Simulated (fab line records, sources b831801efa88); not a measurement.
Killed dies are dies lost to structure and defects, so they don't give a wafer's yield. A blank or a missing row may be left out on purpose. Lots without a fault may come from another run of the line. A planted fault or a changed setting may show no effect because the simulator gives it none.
fab line records | flow gf180mcu
record lots=5 wafers=15 last_day=34
route steps=602 shown M2@367 V2@382
lots that met no fault: from a run of the same line without faults
start_h: hours from the record's first day to the start of the lot's first wafer shown | wait_h: hours since the lot's step before | " the same as in the row above | L1.1+2: a row that stands for several wafers | - no value, or no start given | * or withheld: withheld | < > ~ a bound
route shown NAME@n: a module of which the file shows steps, and the number in the route of the first | usual: mean/standard deviation of fault-free wafers | same: alike in all rows | chamber/n: place in a boat | sites: the reading at each site | _std_site: their standard deviation | _edge_site: outer sites' mean less inner sites' | radius_mm: how far each site lies from the wafer's centre | mask NAME#n: copy n | behind: the tool/chamber that last shaped the wafer | hold: why the lot was held/for how many hours/how that ended | device: the transistor (n, p or np) that didn't switch | end of line: the same wafers' tests at the end of the route | a step without rows: its recipe alone | killed: dies lost to structure and defects at the first sort, not the wafer's yield | map: a wafer's dies, x killed, . not, _ none there
set.NAME: the setting as run; set.NAME@STEP: as run at that earlier step | model.NAME: the simulator's own value behind a step, which no gauge read
lots at some steps of the route; a table a step, a row a wafer
services: from which hour (start_h, from the record's first day; less than 0 if before it) a tool's chamber was out of use, for how many hours, and why
## steps
# step GF_M2_RS_MEAS_05
# recipe thk_meas_gauge=four-point-probe reads=TiN_of_M2_SPUTTER_04+Ti_of_M2_SPUTTER_03+AlCu_of_M2_SPUTTER_02+TiN_of_M2_SPUTTER_01+Ti_of_M2_SPUTTER_00
# usual M2_ALCU_RS=0.0691/0.00087
# columns lot.wafer tool chamber start_h wait_h M2_ALCU_RS[ohm/sq]
L078.1 film_metro-02 - 445.10 0.0 0.0692
L078.2 " - " " 0.0679
L078.4 " - " " 0.0691
L085.1 film_metro-02 - 521.96 0.0 0.0700
L085.5 " - " " 0.0698
L085.6 " - " " 0.0690
L088.2 film_metro-01 - 537.33 0.0 0.0698
L088.3 " - " " 0.0706
L088.4 " - " " 0.0692
L089.2 film_metro-04 - 558.94 0.0 0.0695
L089.3 " - " " 0.0676
L089.5 " - " " 0.0693
L096.2 film_metro-01 - 599.87 0.0 0.0700
L096.4 " - " " 0.0690
L096.5 " - " " 0.0695
# step GF_M2_THK_MEAS_06
# recipe thk_meas_gauge=xrf reads=AlCu_of_M2_SPUTTER_02
# usual M2_ALCU_THK=451/5.7
# columns lot.wafer tool chamber start_h wait_h M2_ALCU_THK[nm]
L078.1 film_metro-02 - 445.22 0.1 448
L078.2 " - " " 457
L078.4 " - " " 451
L085.1 film_metro-02 - 522.08 0.1 446
L085.5 " - " " 447
L085.6 " - " " 451
L088.2 film_metro-01 - 537.44 0.1 447
L088.3 " - " " 444
L088.4 " - " " 451
L089.2 film_metro-04 - 559.05 0.1 449
L089.3 " - " " 460
L089.5 " - " " 447
L096.2 film_metro-01 - 599.98 0.1 444
L096.4 " - " " 453
L096.5 " - " " 449
# step GF_M2_DEHYDRATE_07
# recipe temp_c=200 time_s=60
# usual exhaust_pa=45.0/0.92
# columns lot.wafer tool chamber start_h wait_h exhaust_pa
L078.1 litho_track-01 0 456.45 11.2 44.8
L078.2 " 0 " " 44.6
L078.4 " 0 " " 45.5
L085.1 litho_track-01 0 532.45 10.4 45.6
L085.5 " 0 " " 45.3
L085.6 " 0 " " 44.7
L088.2 litho_track-03 0 548.47 11.0 44.8
L088.3 " 0 " " 44.9
L088.4 " 0 " " 45.1
L089.2 litho_track-03 0 569.47 10.4 44.5
L089.3 " 0 " " 45.0
L089.5 " 0 " " 44.2
L096.2 litho_track-03 0 609.22 9.2 43.9
L096.4 " 0 " " 46.1
L096.5 " 0 " " 44.8
# step GF_M2_HMDS_08
# recipe prime_time_s=60 prime_temp_c=120
# usual exhaust_pa=45.1/0.96
# columns lot.wafer tool chamber start_h wait_h exhaust_pa
L078.1 litho_track-01 0 456.60 0.1 44.2
L078.2 " 0 " " 44.4
L078.4 " 0 " " 45.9
L085.1 litho_track-01 0 532.60 0.1 43.6
L085.5 " 0 " " 42.9
L085.6 " 0 " " 43.6
L088.2 litho_track-03 0 548.62 0.1 44.4
L088.3 " 0 " " 44.9
L088.4 " 0 " " 44.8
L089.2 litho_track-03 0 569.62 0.1 44.7
L089.3 " 0 " " 45.2
L089.5 " 0 " " 45.6
L096.2 litho_track-03 0 609.37 0.1 44.4
L096.4 " 0 " " 44.9
L096.5 " 0 " " 44.5
# step GF_M2_COAT_09
# recipe resist=KrF spin_rpm=withheld resist_thk_nm=1000
# usual exhaust_pa=45.2/0.87
# columns lot.wafer tool chamber start_h wait_h exhaust_pa
L078.1 litho_track-01 0 456.75 0.1 44.3
L078.2 " 0 " " 44.4
L078.4 " 0 " " 45.7
L085.1 litho_track-01 0 532.75 0.1 46.8
L085.5 " 0 " " 47.0
L085.6 " 0 " " 47.4
L088.2 litho_track-03 0 548.77 0.1 44.8
L088.3 " 0 " " 44.1
L088.4 " 0 " " 44.7
L089.2 litho_track-03 0 569.77 0.1 46.1
L089.3 " 0 " " 45.5
L089.5 " 0 " " 45.1
L096.2 litho_track-03 0 609.52 0.1 45.4
L096.4 " 0 " " 45.2
L096.5 " 0 " " 45.0
# step GF_M2_SOFTBAKE_10
# recipe temp_c=130 time_s=60 resist=KrF
# usual exhaust_pa=44.8/0.91
# columns lot.wafer tool chamber start_h wait_h exhaust_pa
L078.1 litho_track-01 0 456.90 0.1 44.9
L078.2 " 0 " " 45.3
L078.4 " 0 " " 45.3
L085.1 litho_track-01 0 532.90 0.1 44.9
L085.5 " 0 " " 44.0
L085.6 " 0 " " 44.3
L088.2 litho_track-03 0 548.92 0.1 43.7
L088.3 " 0 " " 44.4
L088.4 " 0 " " 44.5
L089.2 litho_track-03 0 569.92 0.1 43.2
L089.3 " 0 " " 45.1
L089.5 " 0 " " 44.5
L096.2 litho_track-03 0 609.67 0.1 46.1
L096.4 " 0 " " 46.7
L096.5 " 0 " " 46.2
# step GF_M2_EXPOSE_11
# recipe mask_id=Metal2 target_cd_nm=280 na=0.68 source_shape=conventional sigma_outer=0.6 dose_mj=28
# usual exposure_dose_mJ_cm2=28.011/0.029
# columns lot.wafer tool chamber start_h wait_h mask exposure_dose_mJ_cm2
L078.1 krf_scanner-01 0 - - Metal2#0 27.943
L078.2 " 0 " " Metal2#0 27.956
L078.4 " 0 " " Metal2#0 27.950
L085.1 krf_scanner-02 0 - - Metal2#0 28.030
L085.5 " 0 " " Metal2#0 27.992
L085.6 " 0 " " Metal2#0 28.040
L088.2 krf_scanner-01 0 - - Metal2#0 28.002
L088.3 " 0 " " Metal2#0 27.980
L088.4 " 0 " " Metal2#0 27.994
L089.2 krf_scanner-01 0 - - Metal2#0 27.980
L089.3 " 0 " " Metal2#0 27.964
L089.5 " 0 " " Metal2#0 28.003
L096.2 krf_scanner-02 0 - - Metal2#0 28.006
L096.4 " 0 " " Metal2#0 28.028
L096.5 " 0 " " Metal2#0 28.023
# step GF_M2_PEB_12
# recipe peb_temp_c=135 peb_time_s=90 resist=KrF
# usual exhaust_pa=45.2/0.91
# columns lot.wafer tool chamber start_h wait_h exhaust_pa
L078.1 litho_track-01 0 - - 44.7
L078.2 " 0 " " 43.6
L078.4 " 0 " " 43.9
L085.1 litho_track-03 0 - - 44.6
L085.5 " 0 " " 44.8
L085.6 " 0 " " 45.7
L088.2 litho_track-02 0 - - 46.1
L088.3 " 0 " " 43.5
L088.4 " 0 " " 43.7
L089.2 litho_track-03 0 - - 45.8
L089.3 " 0 " " 46.2
L089.5 " 0 " " 45.0
L096.2 litho_track-03 0 - - 44.2
L096.4 " 0 " " 45.0
L096.5 " 0 " " 45.0
# step GF_M2_DEVELOP_13
# recipe develop_time_s=60 dev_temp_c=21.55
# usual developer_temp_C=21.53/0.12 exhaust_pa=45.0/0.85
# columns lot.wafer tool chamber start_h wait_h developer_temp_C exhaust_pa
L078.1 litho_track-01 0 469.15 0.2 21.36 45.1
L078.2 " 0 " " 21.43 45.6
L078.4 " 0 " " 21.37 43.5
L085.1 litho_track-03 0 543.89 0.2 21.52 45.3
L085.5 " 0 " " 21.59 46.4
L085.6 " 0 " " 21.65 44.4
L088.2 litho_track-02 0 560.20 0.2 21.49 45.5
L088.3 " 0 " " 21.51 44.0
L088.4 " 0 " " 21.36 44.0
L089.2 litho_track-03 0 580.77 0.2 21.45 45.0
L089.3 " 0 " " 21.42 45.2
L089.5 " 0 " " 21.40 45.7
L096.2 litho_track-03 0 620.32 0.2 21.79 46.1
L096.4 " 0 " " 21.61 44.8
L096.5 " 0 " " 21.62 46.7
# step GF_M2_CD_MEAS_14
# recipe target_cd_nm=280
# usual cd_nm=280.1/1
# columns lot.wafer tool chamber start_h wait_h cd_nm
L078.1 cd_sem-01 - 469.30 0.1 278.5
L078.2 " - " " 278.7
L078.4 " - " " 279.0
L085.1 cd_sem-01 - 544.04 0.1 279.4
L085.5 " - " " 279.3
L085.6 " - " " 278.5
L088.2 cd_sem-01 - 560.35 0.1 278.8
L088.3 " - " " 279.0
L088.4 " - " " 280.4
L089.2 cd_sem-02 - 580.91 0.1 278.8
L089.3 " - " " 279.7
L089.5 " - " " 279.7
L096.2 cd_sem-02 - 620.46 0.1 280.2
L096.4 " - " " 280.6
L096.5 " - " " 281.1
# step GF_M2_OVL_MEAS_15
# usual M2_OVL=2/5.4
# columns lot.wafer tool chamber start_h wait_h M2_OVL[nm]
L078.1 overlay-02 - 469.42 0.1 0
L078.2 " - " " 4
L078.4 " - " " 1
L085.1 overlay-02 - 544.16 0.1 -3
L085.5 " - " " -2
L085.6 " - " " -3
L088.2 overlay-01 - 560.45 0.1 -3
L088.3 " - " " -2
L088.4 " - " " -5
L089.2 overlay-02 - 581.02 0.1 12
L089.3 " - " " 12
L089.5 " - " " 15
L096.2 overlay-02 - 620.57 0.1 5
L096.4 " - " " -1
L096.5 " - " " -2
# step GF_M2_METAL_ETCH_16
# recipe chemistry=Cl2/BCl3 mask_material=KrF target_depth_nm=627.5 stop_on=SiO2 pressure_mtorr=8 icp_w=800 bias_w=140 Cl2_flow_sccm=80 bcl3_flow_sccm=40 time_s=104.6
# usual bias_w=140.0/0.37 drypump_motor_current_A=5.7/0.36 oes_product_au=0.975/0.0068 rf_fwd_power_W=795.2/2.4 throttle_valve_pct=28.247/0.0099
# columns lot.wafer tool chamber start_h wait_h bias_w drypump_motor_current_A oes_product_au rf_fwd_power_W rf_hours_counter_h throttle_valve_pct
L078.1 rie_metal-02 1 469.46 0.0 140.0 5.7 0.977 793.9 11 28.249
L078.2 " 0 " " 139.8 5.1 0.975 791.6 5 28.242
L078.4 " 0 " " 140.3 5.1 0.973 795.9 - 28.231
L085.1 rie_metal-03 0 544.20 0.0 139.8 6.3 0.973 794.5 8 28.252
L085.5 " 0 " " 140.1 6.3 0.969 793.4 - 28.264
L085.6 " 1 " " 140.0 5.6 0.972 792.9 - 28.244
L088.2 rie_metal-01 0 560.48 0.0 139.4 5.8 0.960 791.0 1 28.240
L088.3 " 1 " " 139.4 5.8 0.961 797.3 - 28.253
L088.4 " 0 " " 139.9 5.8 0.981 792.7 - 28.265
L089.2 rie_metal-02 1 581.05 0.0 139.3 5.7 0.974 795.9 0 28.256
L089.3 " 0 " " 140.3 5.1 0.986 795.8 - 28.249
L089.5 " 0 " " 139.9 5.1 0.978 794.8 - 28.245
L096.2 rie_metal-01 0 620.60 0.0 140.7 5.7 0.976 795.8 2 28.261
L096.4 " 0 " " 140.1 5.7 0.986 793.5 - 28.240
L096.5 " 1 " " 139.8 5.8 0.967 796.7 - 28.259
# step GF_M2_STRIP_17
# recipe chemistry=O2/N2 power_w=1400 pressure_mtorr=1500 platen_temp_c=250 o2_flow_sccm=3000 n2_flow_sccm=300 overash_fraction=0.5
# usual drypump_motor_current_A=5.5/0.48 heater_power_w=339/19 oes_product_au=0.557/0.0048 strip_time_to_endpoint_s=7.84/0.047
# columns lot.wafer tool chamber start_h wait_h drypump_motor_current_A heater_power_w oes_product_au rf_hours_counter_h strip_time_to_endpoint_s
L078.1 plasma_asher-04 0 469.57 0.1 5.3 322 0.559 75 7.83
L078.2 " 1 " " 6.1 343 0.560 75 7.90
L078.4 " 0 " " 5.3 317 0.562 - 7.93
L085.1 plasma_asher-02 0 544.31 0.1 5.3 339 0.557 47 7.75
L085.5 " 1 " " 5.7 358 0.560 - 7.77
L085.6 " 0 " " 5.3 335 0.553 - 7.80
L088.2 plasma_asher-04 1 560.59 0.1 6.1 334 0.557 85 7.78
L088.3 " 0 " " 5.3 312 0.561 - 7.86
L088.4 " 1 " " 6.1 334 0.553 - 7.81
L089.2 plasma_asher-01 1 581.16 0.1 6.0 320 0.558 78 7.88
L089.3 " 0 " " 4.7 357 0.554 - 7.81
L089.5 " 0 " " 4.7 356 0.554 - 7.80
L096.2 plasma_asher-04 1 620.71 0.1 6.1 334 0.554 92 7.85
L096.4 " 1 " " 6.1 332 0.553 - 7.89
L096.5 " 1 " " 6.1 333 0.565 - 7.92
# step GF_M2_STRIP_18
# recipe chemistry=post_etch_residue_remover time_s=1200 temp_c=72.5
# usual bath_heat_duty_pct=14.0/1.5
# columns lot.wafer tool chamber start_h wait_h bath_heat_duty_pct
L078.1 wet_bench-03 0 469.67 0.1 12.0
L078.2 " 0 " " 13.1
L078.4 " 0 " " 12.9
L085.1 wet_bench-02 3 544.41 0.1 12.5
L085.5 " 3 " " 13.9
L085.6 " 3 " " 12.5
L088.2 wet_bench-01 1 560.69 0.1 14.0
L088.3 " 1 " " 14.4
L088.4 " 1 " " 12.7
L089.2 wet_bench-01 1 581.26 0.1 15.8
L089.3 " 1 " " 14.7
L089.5 " 1 " " 14.8
L096.2 wet_bench-01 1 620.81 0.1 14.3
L096.4 " 1 " " 14.2
L096.5 " 1 " " 15.7
# step GF_M2_CLEAN_19
# recipe chemistry=DIW dry=n2_spin
# columns lot.wafer tool chamber start_h wait_h
L078.1+2+4 wet_bench-01 3 470.01 0.0
L085.1+5+6 wet_bench-03 1 544.78 0.0
L088.2+3+4 wet_bench-02 1 561.03 0.0
L089.2+3+5 wet_bench-02 2 581.60 0.0
L096.2+4+5 wet_bench-03 3 621.18 0.0
# step GF_V2_CVD_00
# recipe material=SiO2 target_thk_nm=600 sigma_open_frac=0.3 temp_c=400 time_s=100 sih4_flow_sccm=60 pressure_mtorr=6
# columns lot.wafer tool chamber start_h wait_h
L078.1+2+4 hdpcvd-02 2,0,1 470.10 0.0
L085.1+5+6 hdpcvd-02 2,1,0 544.88 0.0
L088.2+3+4 hdpcvd-02 2,1,2 561.13 0.0
L089.2+3+5 hdpcvd-01 1,0,1 581.70 0.0
L096.2+4+5 hdpcvd-01 0,0,1 621.28 0.0
# step GF_V2_THK_MEAS_01
# recipe reads=SiO2_of_V2_CVD_00
# usual V2_CVD_00_THK=602/9.7
# columns lot.wafer tool chamber start_h wait_h V2_CVD_00_THK[nm]
L078.1 film_metro-04 - 470.18 0.0 612
L078.2 " - " " 605
L078.4 " - " " 602
L085.1 film_metro-03 - 544.96 0.0 617
L085.5 " - " " 605
L085.6 " - " " 614
L088.2 film_metro-03 - 561.21 0.0 620
L088.3 " - " " 602
L088.4 " - " " 619
L089.2 film_metro-04 - 581.79 0.0 591
L089.3 " - " " 604
L089.5 " - " " 600
L096.2 film_metro-01 - 621.40 0.1 607
L096.4 " - " " 597
L096.5 " - " " 592
# step GF_V2_CVD_02
# recipe material=SiO2 target_thk_nm=850 precursor=TEOS temp_c=400 time_s=94.851 rf_w=600
# usual heater_power_w=650/110 rf_fwd_power_W=596.1/2.2
# columns lot.wafer tool chamber start_h wait_h heater_power_w rf_fwd_power_W
L078.1 pecvd-03 1 470.24 0.1 714 599.0
L078.2 " 0 " " 752 595.6
L078.4 " 1 " " 780 597.0
L085.1 pecvd-04 2 545.02 0.1 611 593.9
L085.5 " 0 " " 733 598.3
L085.6 " 2 " " 613 593.0
L088.2 pecvd-01 2 561.26 0.0 603 593.4
L088.3 " 1 " " 533 594.0
L088.4 " 1 " " 559 594.0
L089.2 pecvd-03 0 581.84 0.0 867 598.4
L089.3 " 2 " " 583 591.6
L089.5 " 0 " " 927 597.0
L096.2 pecvd-01 2 621.45 0.0 701 594.6
L096.4 " 1 " " 521 595.1
L096.5 " 0 " " 687 598.6
# step GF_V2_THK_MEAS_03
# recipe reads=SiO2_of_V2_CVD_02
# usual V2_CVD_02_THK=846/11
# columns lot.wafer tool chamber start_h wait_h V2_CVD_02_THK[nm]
L078.1 film_metro-03 - 470.31 0.0 846
L078.2 " - " " 837
L078.4 " - " " 858
L085.1 film_metro-04 - 545.09 0.0 846
L085.5 " - " " 855
L085.6 " - " " 865
L088.2 film_metro-03 - 561.34 0.0 836
L088.3 " - " " 820
L088.4 " - " " 831
L089.2 film_metro-01 - 581.91 0.0 847
L089.3 " - " " 854
L089.5 " - " " 845
L096.2 film_metro-04 - 621.53 0.0 842
L096.4 " - " " 839
L096.5 " - " " 869
# step GF_V2_CMP_04
# recipe material=SiO2 down_force_psi=4 platen_rpm=60 pad_velocity_m_s=0.94248
# usual motor_current_A=11.8/0.94 retaining_ring_pressure_frac=1.000/0.0045 time_to_endpoint_s=79/7.5
# columns lot.wafer tool chamber start_h wait_h motor_current_A retaining_ring_pressure_frac time_to_endpoint_s
L078.2 cmp-01 0 470.37 0.0 10.0 1.003 62
L078.4 " 1 " " 12.4 0.997 75
L078.1 " 3 " " 11.1 0.997 70
L085.1 cmp-02 0 545.15 0.1 13.5 1.004 81
L085.6 " 0 " " 13.0 1.004 86
L085.5 " 1 " " 11.1 1.000 86
L088.3 cmp-01 2 561.56 0.2 13.0 0.997 80
L088.4 " 3 " " 11.6 1.002 72
L088.2 " 1 " " 11.4 0.995 70
L089.3 cmp-02 0 582.06 0.1 12.4 1.001 81
L089.2 " 1 " " 10.7 0.997 79
L089.5 " 3 " " 12.9 1.008 74
L096.2 cmp-01 0 621.68 0.1 10.8 1.001 76
L096.4 " 1 " " 11.7 1.007 74
L096.5 " 2 " " 12.8 1.000 104
# step GF_V2_BOW_MEAS_05
# recipe mode=bow
# usual V2_BOW=101/7.6
# columns lot.wafer tool chamber start_h wait_h V2_BOW[um]
L078.1 film_metro-01 - 470.67 0.1 99
L078.2 " - " " 106
L078.4 " - " " 113
L085.1 film_metro-01 - 545.45 0.2 111
L085.5 " - " " 98
L085.6 " - " " 104
L088.2 film_metro-04 - 561.88 0.1 99
L088.3 " - " " 110
L088.4 " - " " 121
L089.2 film_metro-03 - 582.28 0.1 107
L089.3 " - " " 113
L089.5 " - " " 108
L096.2 film_metro-03 - 621.90 0.2 100
L096.4 " - " " 93
L096.5 " - " " 94
# step GF_V2_DEHYDRATE_06
# recipe temp_c=200 time_s=60
# usual exhaust_pa=45.2/0.91
# columns lot.wafer tool chamber start_h wait_h exhaust_pa
L078.1 litho_track-01 0 481.65 11.0 44.2
L078.2 " 0 " " 45.1
L078.4 " 0 " " 45.3
L085.1 litho_track-02 0 555.83 10.4 44.1
L085.5 " 0 " " 45.5
L085.6 " 0 " " 45.7
L088.2 litho_track-04 0 572.11 10.2 44.9
L088.3 " 0 " " 43.6
L088.4 " 0 " " 45.2
L089.2 litho_track-01 0 592.63 10.3 45.8
L089.3 " 0 " " 45.0
L089.5 " 0 " " 45.6
L096.2 litho_track-02 0 631.30 9.4 45.5
L096.4 " 0 " " 44.8
L096.5 " 0 " " 45.2
# step GF_V2_HMDS_07
# recipe prime_time_s=60 prime_temp_c=120
# usual exhaust_pa=44.9/1.1
# columns lot.wafer tool chamber start_h wait_h exhaust_pa
L078.1 litho_track-01 0 481.80 0.1 45.1
L078.2 " 0 " " 44.4
L078.4 " 0 " " 44.5
L085.1 litho_track-02 0 555.98 0.1 45.0
L085.5 " 0 " " 45.9
L085.6 " 0 " " 44.3
L088.2 litho_track-04 0 572.26 0.1 45.5
L088.3 " 0 " " 44.4
L088.4 " 0 " " 44.8
L089.2 litho_track-01 0 592.78 0.1 45.0
L089.3 " 0 " " 46.1
L089.5 " 0 " " 46.4
L096.2 litho_track-02 0 631.45 0.1 46.3
L096.4 " 0 " " 45.9
L096.5 " 0 " " 46.0
# step GF_V2_COAT_08
# recipe resist=BARC temp_c=withheld time_s=withheld spin_rpm=withheld resist_thk_nm=withheld
# usual exhaust_pa=45.1/1
# columns lot.wafer tool chamber start_h wait_h exhaust_pa
L078.1 litho_track-01 0 481.95 0.1 43.1
L078.2 " 0 " " 44.1
L078.4 " 0 " " 44.0
L085.1 litho_track-02 0 556.13 0.1 45.1
L085.5 " 0 " " 44.3
L085.6 " 0 " " 45.1
L088.2 litho_track-04 0 572.41 0.1 44.4
L088.3 " 0 " " 43.7
L088.4 " 0 " " 45.2
L089.2 litho_track-01 0 592.93 0.1 44.6
L089.3 " 0 " " 44.3
L089.5 " 0 " " 46.0
L096.2 litho_track-02 0 631.60 0.1 43.9
L096.4 " 0 " " 45.8
L096.5 " 0 " " 43.6
# step GF_V2_COAT_09
# recipe resist=KrF spin_rpm=withheld resist_thk_nm=1000
# usual exhaust_pa=44.8/0.9
# columns lot.wafer tool chamber start_h wait_h exhaust_pa
L078.1 litho_track-01 0 - - 43.7
L078.2 " 0 " " 44.6
L078.4 " 0 " " 44.4
L085.1 litho_track-02 0 - - 45.7
L085.5 " 0 " " 45.2
L085.6 " 0 " " 45.2
L088.2 litho_track-04 0 - - 43.8
L088.3 " 0 " " 44.6
L088.4 " 0 " " 43.8
L089.2 litho_track-01 0 - - 45.4
L089.3 " 0 " " 46.6
L089.5 " 0 " " 46.0
L096.2 litho_track-02 0 - - 45.2
L096.4 " 0 " " 44.5
L096.5 " 0 " " 45.2
# step GF_V2_SOFTBAKE_10
# recipe temp_c=130 time_s=60 resist=KrF
# usual exhaust_pa=44.9/0.83
# columns lot.wafer tool chamber start_h wait_h exhaust_pa
L078.1 litho_track-01 0 - - 45.3
L078.2 " 0 " " 46.2
L078.4 " 0 " " 44.6
L085.1 litho_track-02 0 - - 44.2
L085.5 " 0 " " 45.1
L085.6 " 0 " " 44.6
L088.2 litho_track-04 0 - - 44.7
L088.3 " 0 " " 44.7
L088.4 " 0 " " 43.9
L089.2 litho_track-01 0 - - 44.6
L089.3 " 0 " " 44.0
L089.5 " 0 " " 44.8
L096.2 litho_track-02 0 - - 44.6
L096.4 " 0 " " 45.0
L096.5 " 0 " " 46.5
# step GF_V2_EXPOSE_11
# recipe mask_id=Via2 target_cd_nm=260 na=0.68 source_shape=conventional sigma_outer=0.6 dose_mj=38.62
# usual exposure_dose_mJ_cm2=38.00/0.039
# columns lot.wafer tool chamber start_h wait_h mask exposure_dose_mJ_cm2
L078.1 krf_scanner-02 0 - - Via2#0 38.03
L078.2 " 0 " " Via2#0 37.99
L078.4 " 0 " " Via2#0 38.02
L085.1 krf_scanner-02 0 - - Via2#0 38.04
L085.5 " 0 " " Via2#0 38.03
L085.6 " 0 " " Via2#0 38.01
L088.2 krf_scanner-01 0 - - Via2#0 37.92
L088.3 " 0 " " Via2#0 38.02
L088.4 " 0 " " Via2#0 37.98
L089.2 krf_scanner-02 0 - - Via2#0 38.03
L089.3 " 0 " " Via2#0 38.08
L089.5 " 0 " " Via2#0 38.02
L096.2 krf_scanner-01 0 - - Via2#0 37.96
L096.4 " 0 " " Via2#0 37.92
L096.5 " 0 " " Via2#0 37.94
# step GF_V2_PEB_12
# recipe peb_temp_c=135 peb_time_s=90 resist=KrF
# usual exhaust_pa=44.9/0.83
# columns lot.wafer tool chamber start_h wait_h exhaust_pa
L078.1 litho_track-01 0 - - 45.3
L078.2 " 0 " " 45.1
L078.4 " 0 " " 44.7
L085.1 litho_track-01 0 - - 43.7
L085.5 " 0 " " 44.0
L085.6 " 0 " " 43.5
L088.2 litho_track-01 0 - - 44.3
L088.3 " 0 " " 46.7
L088.4 " 0 " " 47.5
L089.2 litho_track-02 0 - - 44.5
L089.3 " 0 " " 44.4
L089.5 " 0 " " 44.7
L096.2 litho_track-04 0 - - 45.3
L096.4 " 0 " " 45.5
L096.5 " 0 " " 45.0
# step GF_V2_DEVELOP_13
# recipe develop_time_s=60 resist=KrF dev_temp_c=21
# usual developer_temp_C=21.02/0.11 exhaust_pa=44.9/0.91
# columns lot.wafer tool chamber start_h wait_h developer_temp_C exhaust_pa
L078.1 litho_track-01 0 494.25 0.2 21.12 43.9
L078.2 " 0 " " 20.91 44.5
L078.4 " 0 " " 21.01 43.4
L085.1 litho_track-01 0 566.95 0.2 20.79 46.6
L085.5 " 0 " " 20.96 44.5
L085.6 " 0 " " 20.78 44.4
L088.2 litho_track-01 0 582.68 0.2 20.97 42.9
L088.3 " 0 " " 21.18 43.9
L088.4 " 0 " " 21.10 43.0
L089.2 litho_track-02 0 604.00 0.2 20.97 45.6
L089.3 " 0 " " 20.98 45.1
L089.5 " 0 " " 20.93 45.3
L096.2 litho_track-04 0 642.01 0.2 20.81 44.6
L096.4 " 0 " " 20.93 45.0
L096.5 " 0 " " 20.88 44.9
# step GF_V2_CD_MEAS_14
# recipe target_cd_nm=260
# usual cd_nm=260.0/1.1
# columns lot.wafer tool chamber start_h wait_h cd_nm
L078.1 cd_sem-01 - 494.40 0.1 258.9
L078.2 " - " " 259.3
L078.4 " - " " 258.3
L085.1 cd_sem-01 - 567.10 0.1 261.6
L085.5 " - " " 259.2
L085.6 " - " " 259.2
L088.2 cd_sem-02 - 582.82 0.1 261.3
L088.3 " - " " 261.4
L088.4 " - " " 261.4
L089.2 cd_sem-01 - 604.14 0.1 258.0
L089.3 " - " " 258.2
L089.5 " - " " 259.1
L096.2 cd_sem-01 - 642.15 0.1 259.4
L096.4 " - " " 260.4
L096.5 " - " " 259.8
# step GF_V2_OVL_MEAS_15
# usual V2_OVL=-3/6.5
# columns lot.wafer tool chamber start_h wait_h V2_OVL[nm]
L078.1 overlay-02 - 494.52 0.1 -6
L078.2 " - " " -3
L078.4 " - " " -4
L085.1 overlay-01 - 567.22 0.1 -2
L085.5 " - " " 5
L085.6 " - " " 4
L088.2 overlay-02 - 582.93 0.1 -4
L088.3 " - " " -14
L088.4 " - " " -8
L089.2 overlay-01 - 604.25 0.1 10
L089.3 " - " " 5
L089.5 " - " " 8
L096.2 overlay-01 - 642.26 0.1 -5
L096.4 " - " " -5
L096.5 " - " " -9
# step GF_V2_ETCH_16
# recipe chemistry=N2/H2 target_depth_a=withheld overetch_a=withheld time_s=withheld target=BARC ion_energy_ev=200 source_w=500 bias_w=100 pressure_mtorr=30 n2_flow_sccm=100 h2_flow_sccm=200
# usual bias_w=99.99/0.28 drypump_motor_current_A=5.6/0.52 h2_flow_sccm=200.0/0.57 oes_product_au=0.854/0.0045 rf_fwd_power_W=494.8/2.6 throttle_valve_pct=13.225/0.0089
# columns lot.wafer tool chamber start_h wait_h bias_w drypump_motor_current_A h2_flow_sccm oes_product_au rf_fwd_power_W throttle_valve_pct
L078.1 rie_diel-02 1 494.56 0.0 100.20 5.5 200.2 0.858 497.2 13.224
L078.2 " 2 " " 99.67 5.4 199.9 0.860 497.5 13.206
L078.4 " 0 " " 99.80 4.9 200.2 0.844 495.1 13.220
L085.1 rie_diel-02 3 567.26 0.0 100.28 6.6 199.8 0.855 487.9 13.227
L085.5 " 0 " " 99.61 4.9 200.6 0.853 493.2 13.216
L085.6 " 3 " " 100.17 6.6 199.2 0.854 488.6 13.245
L088.2 rie_diel-02 2 582.96 0.0 99.98 5.4 200.0 0.849 497.6 13.215
L088.3 " 3 " " 99.91 6.6 200.0 0.855 490.2 13.222
L088.4 " 0 " " 100.58 4.9 199.5 0.850 492.5 13.215
L089.2 rie_diel-02 0 604.28 0.0 100.10 4.9 199.7 0.860 492.0 13.225
L089.3 " 1 " " 99.99 5.6 200.5 0.861 497.1 13.223
L089.5 " 2 " " 99.82 5.4 200.6 0.855 499.1 13.220
L096.2 rie_diel-03 2 642.29 0.0 100.19 5.8 199.0 0.859 494.4 13.227
L096.4 " 1 " " 99.38 5.0 200.6 0.856 493.4 13.225
L096.5 " 3 " " 99.79 5.7 200.4 0.855 496.7 13.214
# step GF_V2_ETCH_17
# recipe chemistry=C4F8/O2/Ar mask_material=KrF target=SiO2 stop_on=TiN source_w=1500 bias_w=1200 pressure_mtorr=40 c4f8_flow_sccm=withheld O2_flow_sccm=6 Ar_flow_sccm=300 time_s=withheld target_depth_a=6300
# usual bias_w=1200/4 oes_product_au=0.855/0.0044 rf_fwd_power_W=1493/5.7
# columns lot.wafer tool chamber start_h wait_h bias_w oes_product_au rf_fwd_power_W
L078.1 rie_diel-02 1 - - 1204 0.856 1494
L078.2 " 2 " " 1201 0.852 1493
L078.4 " 0 " " 1201 0.852 1487
L085.1 rie_diel-02 3 - - 1198 0.861 1484
L085.5 " 0 " " 1200 0.863 1485
L085.6 " 3 " " 1200 0.853 1481
L088.2 rie_diel-02 2 - - 1192 0.850 1493
L088.3 " 3 " " 1206 0.856 1481
L088.4 " 0 " " 1207 0.848 1493
L089.2 rie_diel-02 0 - - 1205 0.852 1493
L089.3 " 1 " " 1201 0.851 1492
L089.5 " 2 " " 1206 0.849 1498
L096.2 rie_diel-03 2 - - 1196 0.854 1493
L096.4 " 1 " " 1209 0.860 1492
L096.5 " 3 " " 1202 0.855 1506
## services
# columns tool chamber start_h hours kind
krf_scanner-01 - 440.61 0.5 repair
krf_scanner-02 - 446.50 0.5 repair
krf_scanner-02 - 456.01 1.3 pm
cmp-01 - 457.42 8.9 repair
hdpcvd-02 - 460.62 6.0 pm
wet_bench-03 - 474.75 2.5 repair
krf_scanner-02 - 475.95 1.0 pm
hdpcvd-02 - 478.00 2.8 pm
krf_scanner-01 - 478.85 4.4 pm
krf_scanner-01 - 483.23 1.3 pm
krf_scanner-01 - 491.09 0.8 pm
hdpcvd-02 1 512.04 10.2 repair
rie_diel-02 - 517.99 0.3 repair
krf_scanner-02 - 526.01 0.8 pm
cmp-01 - 546.46 1.0 repair
wet_bench-03 - 564.67 1.9 pm
rie_diel-02 1 565.03 12.1 repair
rie_diel-02 2 574.96 7.2 repair
krf_scanner-01 - 579.26 1.0 pm
krf_scanner-01 - 584.36 0.5 repair
rie_diel-02 3 585.89 16.0 repair
rie_diel-02 2 607.09 4.4 repair
krf_scanner-02 - 631.91 1.3 pm
rie_diel-02 1 642.19 5.3 repair
## key
fault none
